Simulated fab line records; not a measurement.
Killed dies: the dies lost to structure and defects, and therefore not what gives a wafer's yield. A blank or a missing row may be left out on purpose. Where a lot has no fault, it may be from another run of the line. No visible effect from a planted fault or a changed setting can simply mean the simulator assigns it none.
A single fault, viewed from 2 desks | flow sky130 | every desk sees just its own numbers, and what lay behind them comes last

== THE METROLOGY DESK ==
What the gauges read for every lot (on any tool): the sampled wafers with a number, averaged. Marked OUT: a lot whose mean sits more than 4 standard deviations from the usual mean, which makes it out of limits; the brackets give that distance.
Columns: A = VIA3_W_RS at SKY_VIA3_RS_MEAS_22, usual 0.297 ohm/sq
lot  | first seen here | A
L410 | day 40 06:16    | 0.299
L411 | day 40 06:24    | 0.292
L412 | day 40 17:00    | 0.300
L413 | day 40 18:26    | 0.295
L416 | day 42 01:58    | 0.304
L418 | day 42 09:52    | 0.294
L419 | day 42 20:02    | 0.296
L422 | day 43 13:02    | 0.296
L421 | day 43 14:48    | 0.295
L426 | day 44 14:23    | 0.294
L429 | day 45 12:45    | 0.297
L430 | day 45 13:08    | 0.293
L433 | day 46 03:29    | 0.297
L432 | day 46 08:48    | 0.298
This desk's verdict: no lot among the 14 shows anything out of limits.

== THE TOOL OWNER'S DESK: krf_scanner-02 ==
The tool's own readings at SKY_METAL4_EXPOSE_10 (exposes mask MM4, target cd 300 nm): means of the sampled wafers that have a number, for each lot that ran on this tool. Marked OUT: a lot whose mean sits more than 4 standard deviations from the usual mean, which makes it out of limits; the brackets give that distance.
Columns: A = exposure_dose_mJ_cm2 at SKY_METAL4_EXPOSE_10, usual 27.981; B = focus_offset_nm at SKY_METAL4_EXPOSE_10, usual 0.0 nm
lot  | first seen here | A      | B
L410 | day 41 18:34    | 27.992 | 0.3
L411 | day 41 19:44    | 28.016 | 0.2
L412 | day 42 07:22    | 27.996 | -0.5
L422 | day 44 23:37    | 27.999 | 0.2
L426 | day 46 00:52    | 28.015 | -0.4
This desk's verdict: no lot among the 5 shows anything out of limits.

== PUT TOGETHER ==
Metrology desk: nothing out of limits seen.
Nothing out of limits was seen by the tool owner's desk.

== WHAT THE SIMULATOR HAD PUT IN ==
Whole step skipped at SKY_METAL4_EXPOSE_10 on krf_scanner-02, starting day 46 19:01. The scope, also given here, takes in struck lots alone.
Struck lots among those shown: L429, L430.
